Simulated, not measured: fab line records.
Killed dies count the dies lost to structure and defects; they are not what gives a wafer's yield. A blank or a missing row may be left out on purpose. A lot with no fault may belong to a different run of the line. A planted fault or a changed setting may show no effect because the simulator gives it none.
Matching of chambers / flow sky130 / SKY_CONTACT_CVD_00 on pecvd-03: 3 sister chambers
The step deposits Si3N4, target thk 75 nm. 6 wafers are shown with their chamber, then 7 later ones without.

EACH WAFER AND ITS CHAMBER
wafer=L422.2; chamber=0; heater-power-w (W)=699
wafer=L422.4; chamber=2; heater-power-w (W)=705
wafer=L424.2; chamber=0; heater-power-w (W)=732
wafer=L424.3; chamber=1; heater-power-w (W)=816
wafer=L424.4; chamber=2; heater-power-w (W)=784
wafer=L429.1; chamber=1; heater-power-w (W)=764

WAFERS WITHOUT THEIR CHAMBER
wafer=L429.3; heater-power-w (W)=742
wafer=L436.1; heater-power-w (W)=734
wafer=L436.3; heater-power-w (W)=816
wafer=L436.4; heater-power-w (W)=672
wafer=L439.1; heater-power-w (W)=770
wafer=L439.3; heater-power-w (W)=779
wafer=L439.5; heater-power-w (W)=792

WHICH CHAMBER EACH WENT THROUGH
wafer=L429.3; from the rows above=can't be placed: 2 or 0 or 1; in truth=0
wafer=L436.1; from the rows above=can't be placed: 2 or 0 or 1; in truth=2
wafer=L436.3; from the rows above=can't be placed: 1 or 2 or 0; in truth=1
wafer=L436.4; from the rows above=can't be placed: 0 or 2 or 1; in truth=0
wafer=L439.1; from the rows above=can't be placed: 1 or 2 or 0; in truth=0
wafer=L439.3; from the rows above=can't be placed: 1 or 2 or 0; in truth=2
wafer=L439.5; from the rows above=can't be placed: 1 or 2 or 0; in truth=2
Placed correctly: 0 of 7. Can't be placed from these rows: 7 (the true chamber is among the candidates in 7). Wrongly placed: 0.
How it was worked out, from the rows above alone: a wafer's distance from a chamber is the root of the sum, over the readings, of the square of ((its reading less the chamber's mean) divided by the reading's scatter). If the next closest chamber is less than 2 further off than the closest, the wafer can't be placed; otherwise it belongs to the closest. The mean given for a chamber averages the wafers shown for that chamber. The scatter: the root of (the sum of the squares of (reading less its chamber's mean) over the shown wafers, divided by (wafers less chambers)).
